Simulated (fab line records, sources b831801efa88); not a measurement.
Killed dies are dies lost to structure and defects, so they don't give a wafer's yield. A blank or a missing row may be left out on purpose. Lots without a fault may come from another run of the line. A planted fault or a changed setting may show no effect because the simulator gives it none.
Chamber matching | flow gf180mcu | GF_V1_CMP_04 on cmp-01: 4 sister chambers
The step polishes SiO2. 8 wafers are shown with their chamber, then 7 later ones without.

WAFERS WITH THEIR CHAMBER
wafer  | chamber | motor_current_A (A) | time_to_endpoint_s (s)
L617.2 | 0       | 10.9                | 81
L617.6 | 0       | 11.3                | 84
L620.1 | 2       | 13.3                | 66
L620.6 | 1       | 12.2                | 85
L621.4 | 1       | 11.4                | 89
L621.5 | 3       | 9.4                 | 77
L631.2 | 2       | 12.2                | 75
L631.3 | 3       | 9.5                 | 70

WAFERS WITHOUT THEIR CHAMBER
wafer  | motor_current_A (A) | time_to_endpoint_s (s)
L631.4 | 11.5                | 77
L633.4 | 12.3                | 83
L633.5 | 10.0                | 77
L633.6 | 11.0                | 83
L634.2 | 12.6                | 63
L634.3 | 11.4                | 68
L634.6 | 11.4                | 72

WHICH CHAMBER EACH WENT THROUGH
wafer  | from the rows above               | in truth
L631.4 | can't be placed: 0 or 1 or 2      | 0
L633.4 | can't be placed: 1 or 0 or 2      | 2
L633.5 | can't be placed: 3 or 0           | 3
L633.6 | can't be placed: 0 or 1           | 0
L634.2 | 2                                 | 2
L634.3 | can't be placed: 2 or 0 or 3 or 1 | 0
L634.6 | can't be placed: 0 or 2 or 1 or 3 | 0
Placed correctly: 1 of 7. Can't be placed from these rows: 6 (the true chamber is among the candidates in 6). Placed wrongly: 0.
How it was worked out, from the rows above alone: a wafer's distance from a chamber is the root of the sum, over the readings, of the square of ((its reading less the chamber's mean) divided by the reading's scatter). The wafer belongs to the nearest chamber; if the next one is less than 2 further off, it can't be placed. A chamber's mean is the mean of its shown wafers. The scatter: the root of (the sum of the squares of (reading less its chamber's mean) over the shown wafers, divided by (wafers less chambers)).
